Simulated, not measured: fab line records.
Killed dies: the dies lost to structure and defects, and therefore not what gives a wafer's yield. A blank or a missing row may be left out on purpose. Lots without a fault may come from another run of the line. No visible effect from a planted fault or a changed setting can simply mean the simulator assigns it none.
fab line records	flow sky130
record: lots: 5	wafers: 14	lastDay: 50
route steps=708 shown METAL4@627 VIA4@639 PAD_OPEN@708
lots that met no fault: taken from a fault-free run of the same line
startH: hours from the record's first day to the start of the lot's first wafer shown	waitH: hours elapsed since this lot's preceding step	" identical to the entry in the row above	L1.1+2: a row that stands for several wafers	- either no value or no given start	* or withheld: withheld	< > ~ a bound
route shown NAME@n: a module of which the file shows steps, and the number in the route of the first	usual: the fault-free wafers' mean and standard deviation	same: alike in all rows	chamber/n: place in a boat	sites: each site's reading	_std_site: standard deviation across them	_edge_site: mean of outer sites minus mean of inner sites	radiusMm: for every site, how far away it sits from the centre of the wafer	mask NAME#n: copy n	behind: tool/chamber where the wafer was last shaped	hold: the reason the lot was held/the length of the hold in hours/how it ended	device: which transistor (n, p or np) failed to switch	end of line: tests run on the same wafers once the route is complete	a step given without rows: its recipe and nothing more	killed: dies that structure and defects cost at the first sort, which is not the same as the wafer's yield	map: dies across one wafer; x = killed, . = not, _ = none there
set.NAME: setting as actually run; set.NAME@STEP: the setting as run at that earlier step	model.NAME: the simulator's own value behind a step, which no gauge read
certain route steps with their lots: each step a table, each wafer a row
services: a tool's chamber out of use, with start hour (startH, from the record's first day; less than 0 if before it), hours out, and reason
== steps ==
step: SKY_METAL4_PEB_11
recipe: pebTempC: withheld	pebTimeS: withheld	resist: KrF-thick
step: SKY_METAL4_DEVELOP_12
recipe: developTimeS: 60	resist: KrF-thick	devTempC: 21
step: SKY_METAL4_CD_MEAS_13
recipe: targetCdNm: 300
usual: cdNm: 299.2/1.5
lot.wafer	tool	chamber	startH	waitH	cdNm
L832.1	cdSem-01	-	986.40	-	300.4
L832.3	"	-	"	"	299.8
L832.6	"	-	"	"	301.6
L837.1	cdSem-02	-	1025.71	-	297.4
L837.3	"	-	"	"	299.4
L837.4	"	-	"	"	298.8
L845.2	cdSem-01	-	1081.13	-	299.8
L845.4	"	-	"	"	299.7
L851.2	cdSem-02	-	1114.18	-	298.5
L851.4	"	-	"	"	300.3
L851.5	"	-	"	"	301.9
L853.2	cdSem-01	-	1119.98	-	298.4
L853.4	"	-	"	"	298.4
L853.6	"	-	"	"	299.1
step: SKY_METAL4_OVL_MEAS_14
usual: METAL4_OVL: -4/5.6
lot.wafer	tool	chamber	startH	waitH	METAL4_OVL[nm]
L832.1	overlay-02	-	986.52	0.1	-6
L832.3	"	-	"	"	2
L832.6	"	-	"	"	-3
L837.1	overlay-01	-	1025.83	0.1	-2
L837.3	"	-	"	"	-7
L837.4	"	-	"	"	-3
L845.2	overlay-02	-	1081.23	0.1	4
L845.4	"	-	"	"	4
L851.2	overlay-02	-	1114.28	0.1	0
L851.4	"	-	"	"	-14
L851.5	"	-	"	"	-3
L853.2	overlay-02	-	1120.08	0.1	-10
L853.4	"	-	"	"	-5
L853.6	"	-	"	"	-9
step: SKY_METAL4_DESCUM_15
recipe: chemistry: O2	sourcePowerW: 150	biasPowerW: 0	pressureMtorr: 10	tempC: 40	timeS: 8
usual: drypumpMotorCurrentA: 5.6/0.54	oesProductAu: 1.005/0.0093
lot.wafer	tool	chamber	startH	waitH	drypumpMotorCurrentA	oesProductAu	rfHoursCounterH
L832.1	rieMetal-02	0	986.56	0.0	4.7	1.007	12
L832.3	"	1	"	"	5.5	1.007	-
L832.6	"	1	"	"	5.5	1.007	-
L837.1	rieMetal-02	1	1025.86	0.0	5.5	1.017	12
L837.3	"	1	"	"	5.5	1.007	-
L837.4	"	0	"	"	4.7	1.001	-
L845.2	rieMetal-04	0	1081.26	0.0	5.8	1.005	22
L845.4	"	1	"	"	6.1	1.011	-
L851.2	rieMetal-02	1	1114.31	0.0	5.5	1.005	17
L851.4	"	0	"	"	4.7	0.997	-
L851.5	"	1	"	"	5.5	1.012	-
L853.2	rieMetal-04	1	1120.11	0.0	6.1	1.014	24
L853.4	"	1	"	"	6.1	1.005	-
L853.6	"	0	"	"	5.8	1.016	-
step: SKY_METAL4_ETCH_16
recipe: chemistry: N2/H2	target: BARC	ionEnergyEv: 200	biasW: 100	pressureMtorr: 30	n2FlowSccm: 100	h2FlowSccm: 200	icpW: 500	stopOn: SiO2	timeS: 88.2	targetDepthA: 600
usual: biasW: 99.99/0.29	drypumpMotorCurrentA: 5.6/0.53	oesProductAu: 0.625/0.0049	throttleValvePct: 13.205/0.0081
lot.wafer	tool	chamber	startH	waitH	biasW	drypumpMotorCurrentA	oesProductAu	rfHoursCounterH	throttleValvePct
L832.1	rieMetal-02	0	986.59	0.0	99.91	4.7	0.630	12	13.205
L832.3	"	1	"	"	100.11	5.5	0.621	-	13.203
L832.6	"	1	"	"	99.62	5.5	0.628	-	13.210
L837.1	rieMetal-02	1	1025.89	0.0	100.04	5.5	0.623	12	13.189
L837.3	"	1	"	"	100.25	5.5	0.627	-	13.190
L837.4	"	0	"	"	99.70	4.7	0.617	-	13.207
L845.2	rieMetal-04	0	1081.30	0.0	99.98	5.8	0.629	22	13.201
L845.4	"	1	"	"	99.70	6.1	0.626	-	13.191
L851.2	rieMetal-02	1	1114.35	0.0	99.60	5.5	0.627	17	13.211
L851.4	"	0	"	"	100.43	4.7	0.624	-	13.200
L851.5	"	1	"	"	99.59	5.5	0.628	-	13.207
L853.2	rieMetal-04	1	1120.15	0.0	99.83	6.1	0.625	24	13.214
L853.4	"	1	"	"	99.91	6.1	0.617	-	13.209
L853.6	"	0	"	"	99.79	5.8	0.619	-	13.205
step: SKY_METAL4_ETCH_17
recipe: target: SiO2	stopOn: TiN	chemistry: C4F8/O2/Ar	sourceW: 1500	biasW: 1200	pressureMtorr: 40	c4f8FlowSccm: withheld	O2_flow_sccm: 6	Ar_flow_sccm: 300	timeS: 3.9	targetDepthA: 150
usual: biasW: 1201/3.4	oesProductAu: 0.753/0.0074
lot.wafer	tool	chamber	startH	waitH	biasW	oesProductAu	rfHoursCounterH
L832.1	rieDiel-01	1	986.69	0.1	1202	0.743	21
L832.3	"	2	"	"	1200	0.752	20
L832.6	"	2	"	"	1199	0.755	-
L837.1	rieDiel-02	0	1025.99	0.1	1196	0.748	9
L837.3	"	3	"	"	1202	0.753	6
L837.4	"	2	"	"	1199	0.756	10
L845.2	rieDiel-02	1	1081.39	0.1	1203	0.761	20
L845.4	"	0	"	"	1208	0.756	11
L851.2	rieDiel-04	2	1114.44	0.1	1205	0.756	1
L851.4	"	3	"	"	1199	0.767	-
L851.5	"	2	"	"	1203	0.768	-
L853.2	rieDiel-01	1	1120.24	0.1	1201	0.755	25
L853.4	"	2	"	"	1198	0.762	24
L853.6	"	0	"	"	1201	0.764	-
step: SKY_METAL4_METAL_ETCH_18
recipe: targetDepthA: 8450	stopOn: SiO2	overEtchFrac: 0.3	timeS: 183.1	chemistry: Cl2/BCl3	resistSidewallDeg: 88	pressureMtorr: 10	icpW: 900	biasW: 48.5	Cl2_flow_sccm: 60	bcl3FlowSccm: 30
step: SKY_METAL4_STRIP_19
recipe: chemistry: O2/N2	powerW: 1400	pressureMtorr: 1500	platenTempC: withheld	o2FlowSccm: 3000	n2FlowSccm: 300	overashFraction: 0.5
usual: drypumpMotorCurrentA: 5.7/0.34	oesProductAu: 0.500/0.0065	stripTimeToEndpointS: 6.47/0.095
lot.wafer	tool	chamber	startH	waitH	drypumpMotorCurrentA	oesProductAu	rfHoursCounterH	stripTimeToEndpointS
L832.1	plasmaAsher-01	0	986.88	0.1	5.4	0.483	88	6.29
L832.3	"	0	"	"	5.4	0.483	-	6.25
L832.6	"	0	"	"	5.4	0.500	-	6.24
L837.1	plasmaAsher-03	0	1026.19	0.1	6.2	0.499	113	6.47
L837.3	"	1	"	"	5.9	0.496	-	6.50
L837.4	"	0	"	"	6.2	0.504	-	6.56
L845.2	plasmaAsher-01	1	1081.59	0.1	5.3	0.513	98	6.64
L845.4	"	0	"	"	5.4	0.507	-	6.59
L851.2	plasmaAsher-04	0	1114.64	0.1	5.9	0.502	37	6.60
L851.4	"	0	"	"	5.9	0.504	-	6.63
L851.5	"	0	"	"	5.9	0.505	-	6.64
L853.2	plasmaAsher-01	0	1120.44	0.1	5.4	0.511	102	6.45
L853.4	"	1	"	"	5.3	0.507	-	6.52
L853.6	"	0	"	"	5.4	0.500	-	6.48
step: SKY_METAL4_STRIP_20
recipe: chemistry: postEtchResidueRemover	timeS: 1200	tempC: 72.5
step: SKY_METAL4_CLEAN_21
recipe: chemistry: IPA	timeS: 180	tempC: 25
step: SKY_METAL4_CLEAN_22
recipe: chemistry: O3/DIW	dry: n2Spin
step: SKY_VIA4_HDPCVD_00
recipe: material: SiO2	targetThkNm: 1750	sigmaOpenFrac: 0.3	timeS: 291.7	tempC: 400	sih4FlowSccm: 60	pressureMtorr: 6
usual: runLengthS: 319.4/0.63	sih4FlowSccm: 60.01/0.18	susceptorTempC: 400.01/0.24
lot.wafer	tool	chamber	startH	waitH	runLengthS	sih4FlowSccm	susceptorTempC	model.SiO2_of_VIA4_HDPCVD_00.thkNm
L832.1	hdpcvd-02	0	987.56	0.0	320.4	60.11	399.91	1740
L832.3	"	2	"	"	319.1	59.81	399.78	1727
L832.6	"	1	"	"	319.4	60.08	399.87	1725
L837.1	hdpcvd-01	2	1026.79	0.0	318.7	60.22	399.61	1767
L837.3	"	0	"	"	319.9	60.08	399.82	1775
L837.4	"	0	"	"	319.3	59.91	399.87	1764
L845.2	hdpcvd-02	2	1082.22	0.0	240.3	60.11	-	1299
L845.4	"	1	"	"	240.4	59.66	-	1251
L851.2	hdpcvd-01	2	1115.67	0.0	318.6	60.01	400.06	1713
L851.4	"	1	"	"	319.8	60.15	400.22	1774
L851.5	"	2	"	"	318.6	59.99	399.81	1729
L853.2	hdpcvd-01	0	1121.03	0.0	319.4	60.30	400.14	1730
L853.4	"	0	"	"	319.5	59.93	400.16	1745
L853.6	"	2	"	"	318.5	59.87	400.30	1747
step: SKY_VIA4_THK_MEAS_01
recipe: reads: SiO2_of_VIA4_HDPCVD_00
usual: VIA4_HDPCVD_THK: 1747/19
lot.wafer	tool	chamber	startH	waitH	VIA4_HDPCVD_THK[nm]
L832.1	filmMetro-01	-	987.74	0.1	1740
L832.3	"	-	"	"	1729
L832.6	"	-	"	"	1726
L837.1	filmMetro-04	-	1026.97	0.1	1768
L837.3	"	-	"	"	1775
L837.4	"	-	"	"	1762
L845.2	filmMetro-01	-	1082.41	0.1	1298
L845.4	"	-	"	"	1251
L851.2	filmMetro-02	-	1115.85	0.1	1712
L851.4	"	-	"	"	1774
L851.5	"	-	"	"	1731
L853.2	filmMetro-01	-	1121.22	0.1	1730
L853.4	"	-	"	"	1744
L853.6	"	-	"	"	1747
step: SKY_VIA4_CMP_02
recipe: material: SiO2	downForcePsi: 4	platenRpm: 60	padVelocityMS: 0.94248
usual: motorCurrentA: 11.5/0.73	retainingRingPressureFrac: 1.000/0.0056
lot.wafer	tool	chamber	startH	waitH	motorCurrentA	retainingRingPressureFrac
L832.3	cmp-02	3	987.90	0.1	10.6	0.987
L832.1	"	0	"	"	11.3	1.007
L832.6	"	2	"	"	12.3	0.994
L837.1	cmp-02	1	1027.03	0.1	11.4	1.000
L837.4	"	3	"	"	11.1	1.003
L837.3	"	0	"	"	11.8	1.011
L845.4	cmp-02	1	1082.54	0.1	11.7	0.996
L845.2	"	3	"	"	10.9	0.991
L851.2	cmp-02	3	1115.90	0.0	11.2	0.998
L851.4	"	2	"	"	11.3	1.004
L851.5	"	3	"	"	10.7	0.994
L853.2	cmp-01	1	1121.27	0.0	11.7	0.998
L853.4	"	0	"	"	10.5	1.011
L853.6	"	2	"	"	13.7	0.991
step: SKY_PAD_OPEN_PROBE_99
usual: defectLimitedYield: 82.4/1.8	killed_at_M0_to_M3: 43/7.8	killed_at_M4_up: 3.2/1.7	killedAtContacts: 24/5.2	killedAtFrontEnd: 15/4.5	killedAtOther: 0.4/0.65	killedDies: 87/9.1	killedOpen: 47/7.3	killedShort: 40/6.5
same: grossDies: 492	killedAtBackSide: 0
lot.wafer	tool	chamber	startH	waitH	defectLimitedYield[%]	killed_at_M0_to_M3	killed_at_M4_up	killedAtContacts	killedAtFrontEnd	killedAtOther	killedDies	killedOpen	killedShort	model.etest.tester.sortNPass	model.etest.tester.sortYieldPct	model.etest.tester.sort_bin_3_pct	model.etest.met5Comb.leakLog10AUm	model.etest.tester.sort_bin_8_pct	model.etest.tester.sort_bin_4_pct
L832.1	prober-01	-	1082.38	0.1	80.7	48	3	28	16	0	95	56	38	397	80.69	1.016	-12.01	0	0
L832.3	prober-01	-	1082.48	0.2	80.7	40	3	29	22	1	95	57	37	397	80.69	0.813	-11.87	0	0
L832.6	prober-01	-	1082.63	0.2	85.6	38	4	20	9	0	71	36	34	421	85.57	0.6098	-12	0	0
L837.1	prober-02	-	1114.57	0.1	84.1	26	3	33	16	0	78	42	36	414	84.15	0.813	-11.93	0	0
L837.3	prober-02	-	1114.67	0.2	80.5	42	1	25	28	0	96	50	46	396	80.49	0.6098	-11.76	0	0
L837.4	prober-02	-	1114.72	0.2	81.5	42	3	32	14	0	91	43	48	401	81.5	1.423	-12.05	0	0
L845.2	prober-02	-	1163.58	0.1	81.3	45	4	25	18	0	92	51	41	337	68.5	14.02	-8.597	0.001955	2.576e-14
L845.4	prober-02	-	1163.68	0.2	83.9	41	2	20	15	1	79	44	34	287	58.33	26.02	-7.754	0.0002175	1.401e-13
L851.2	prober-02	-	1192.89	0.1	82.1	49	2	26	9	2	88	38	49	404	82.11	1.829	-11.82	0	0
L851.4	prober-02	-	1192.99	0.2	84.8	30	3	27	13	2	75	37	38	417	84.76	1.423	-12.05	0	0
L851.5	prober-02	-	1193.04	0.2	83.9	35	2	25	16	1	79	38	41	413	83.94	1.016	-12.03	0	0
L853.2	prober-02	-	1197.22	0.1	84.1	30	0	31	17	0	78	40	38	414	84.15	0.6098	-11.94	0	0
L853.4	prober-02	-	1197.32	0.2	81.5	44	4	27	14	2	91	45	46	401	81.5	0.813	-12.04	0	0
L853.6	prober-02	-	1197.42	0.2	85.6	35	0	26	10	0	71	43	28	421	85.57	0.2033	-11.83	0	0
killed by level:class
L832.1 VIA1:geometricParticle:open=15 CONTACT:geometricParticle:open=11 FIELD_ISO:geometricParticle:open=8 CONTACT:geometricParticle:short=8 VIA3:geometricParticle:open=7 LI_CONTACT:geometricParticle:open=6 VIA1:geometricParticle:short=6 VIA2:geometricParticle:open=6
L832.3 CONTACT:geometricParticle:open=16 VIA1:geometricParticle:open=14 FIELD_ISO:geometricParticle:open=6 VIA2:geometricParticle:open=6 CONTACT:geometricParticle:short=5 FIELD_ISO:geometricParticle:short=4 POLY_GATE:geometricParticle:short=4 LOCAL_INTERCONNECT:geometricParticle:short=4
L832.6 VIA3:geometricParticle:open=9 CONTACT:geometricParticle:short=6 CONTACT:geometricParticle:open=5 METAL1:geometricParticle:short=5 VIA1:geometricParticle:open=5 METAL3:geometricParticle:short=5 LI_CONTACT:geometricParticle:open=4 VIA1:geometricParticle:short=4
L837.1 CONTACT:geometricParticle:open=10 CONTACT:geometricParticle:short=7 LI_CONTACT:geometricParticle:open=6 VIA1:geometricParticle:open=6 FIELD_ISO:geometricParticle:open=5 LOCAL_INTERCONNECT:geometricParticle:short=5 FIELD_ISO:geometricParticle:short=4 POLY_GATE:geometricParticle:open=4
L837.3 CONTACT:geometricParticle:open=12 VIA1:geometricParticle:short=8 VIA1:geometricParticle:open=8 FIELD_ISO:geometricParticle:open=7 CONTACT:geometricParticle:short=7 METAL1:geometricParticle:short=7 FIELD_ISO:geometricParticle:short=6 VIA3:geometricParticle:open=6
L837.4 VIA1:geometricParticle:open=10 LI_CONTACT:geometricParticle:open=9 CONTACT:geometricParticle:open=9 LOCAL_INTERCONNECT:geometricParticle:short=8 VIA3:geometricParticle:open=8 METAL1:geometricParticle:short=6 METAL2:geometricParticle:short=6 LI_CONTACT:geometricParticle:short=5
L845.2 VIA1:geometricParticle:open=13 CONTACT:geometricParticle:open=11 VIA1:geometricParticle:short=7 FIELD_ISO:geometricParticle:short=6 FIELD_ISO:geometricParticle:open=6 VIA2:geometricParticle:open=6 VIA3:geometricParticle:open=6 LI_CONTACT:geometricParticle:open=5
L845.4 VIA1:geometricParticle:open=11 METAL1:geometricParticle:short=9 VIA3:geometricParticle:open=7 LI_CONTACT:geometricParticle:open=6 FIELD_ISO:geometricParticle:open=5 POLY_GATE:geometricParticle:short=5 CONTACT:geometricParticle:open=5 CONTACT:geometricParticle:short=5
L851.2 VIA1:geometricParticle:open=9 CONTACT:geometricParticle:open=8 METAL1:geometricParticle:short=7 METAL3:geometricParticle:short=7 LOCAL_INTERCONNECT:geometricParticle:short=6 VIA1:geometricParticle:short=6 LI_CONTACT:geometricParticle:open=5 CONTACT:geometricParticle:short=5
L851.4 VIA1:geometricParticle:open=9 CONTACT:geometricParticle:open=9 VIA3:geometricParticle:open=7 LI_CONTACT:geometricParticle:open=7 LOCAL_INTERCONNECT:geometricParticle:short=6 FIELD_ISO:geometricParticle:short=4 POLY_GATE:geometricParticle:short=4 METAL1:geometricParticle:short=4
L851.5 CONTACT:geometricParticle:short=9 LI_CONTACT:geometricParticle:open=8 VIA1:geometricParticle:open=6 POLY_GATE:geometricParticle:open=5 VIA3:geometricParticle:open=5 FIELD_ISO:geometricParticle:short=4 POLY_GATE:geometricParticle:short=4 CONTACT:geometricParticle:open=4
L853.2 LI_CONTACT:geometricParticle:open=11 CONTACT:geometricParticle:open=9 LI_CONTACT:geometricParticle:short=5 VIA1:geometricParticle:short=5 POLY_GATE:geometricParticle:open=4 POLY_GATE:geometricParticle:short=4 METAL1:geometricParticle:short=4 FIELD_ISO:geometricParticle:open=3
L853.4 VIA1:geometricParticle:open=9 LI_CONTACT:geometricParticle:open=8 CONTACT:geometricParticle:open=8 METAL3:geometricParticle:short=7 POLY_GATE:geometricParticle:short=6 LI_CONTACT:geometricParticle:short=5 METAL2:geometricParticle:short=5 POLY_GATE:geometricParticle:open=4
L853.6 CONTACT:geometricParticle:open=14 VIA2:geometricParticle:open=8 VIA3:geometricParticle:open=6 FIELD_ISO:geometricParticle:short=5 CONTACT:geometricParticle:short=5 LI_CONTACT:geometricParticle:open=4 VIA1:geometricParticle:open=4 METAL2:geometricParticle:short=4
== services ==
tool	chamber	startH	hours	kind
cmp-02	-	973.89	1.0	repair
hdpcvd-02	1	976.39	4.1	repair
rieMetal-04	1	1019.34	12.3	repair
plasmaAsher-04	-	1026.44	2.3	repair
cmp-01	-	1027.77	1.6	repair
plasmaAsher-04	-	1027.85	2.2	repair
cmp-02	-	1030.00	5.4	repair
cmp-02	-	1036.15	3.9	pm
rieDiel-04	2	1037.38	6.4	repair
cmp-02	-	1041.37	3.3	pm
rieDiel-02	0	1046.18	16.5	repair
rieMetal-04	1	1046.88	4.4	repair
plasmaAsher-03	-	1055.25	9.0	pm
hdpcvd-01	1	1056.37	1.7	repair
plasmaAsher-03	-	1065.33	5.7	repair
hdpcvd-01	-	1066.87	6.0	pm
cmp-01	-	1068.70	2.3	repair
rieMetal-02	0	1079.12	5.9	repair
rieMetal-02	-	1082.58	0.9	repair
rieMetal-02	1	1100.90	6.0	repair
cmp-02	-	1104.17	2.0	repair
rieDiel-02	-	1110.19	0.2	repair
hdpcvd-01	-	1111.56	1.4	repair
hdpcvd-02	-	1120.60	6.0	pm
== key ==
firstSign: step: SKY_VIA4_HDPCVD_00	reading: runLengthS	direction: down	sigmas: 99+	usual: *	struck: *
effect: step: SKY_VIA4_THK_MEAS_01	reading: VIA4_HDPCVD_THK	direction: down	sigmas: 25	usual: 1747	struck: 1275
modelEffect: step: SKY_VIA4_HDPCVD_00	value: SiO2_of_VIA4_HDPCVD_00.thkNm	without: 1748	struck: 1275
modelEffect: step: SKY_PAD_OPEN_PROBE_99	value: etest.tester.sortNPass	without: 406.5	struck: 312
metAt SKY_VIA4_HDPCVD_00
struckWafers L845.2,L845.4
onsetBetween 987.56 1082.22
fault: kind: processParameterDrift	tool: hdpcvd-02	chamber: -	onsetH: 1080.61	steps: SKY_VIA4_HDPCVD_00	channel: timeS	offset: *	shape: step	endH: 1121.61	scope: struckWafersOnly	actsIn: *	stated: *
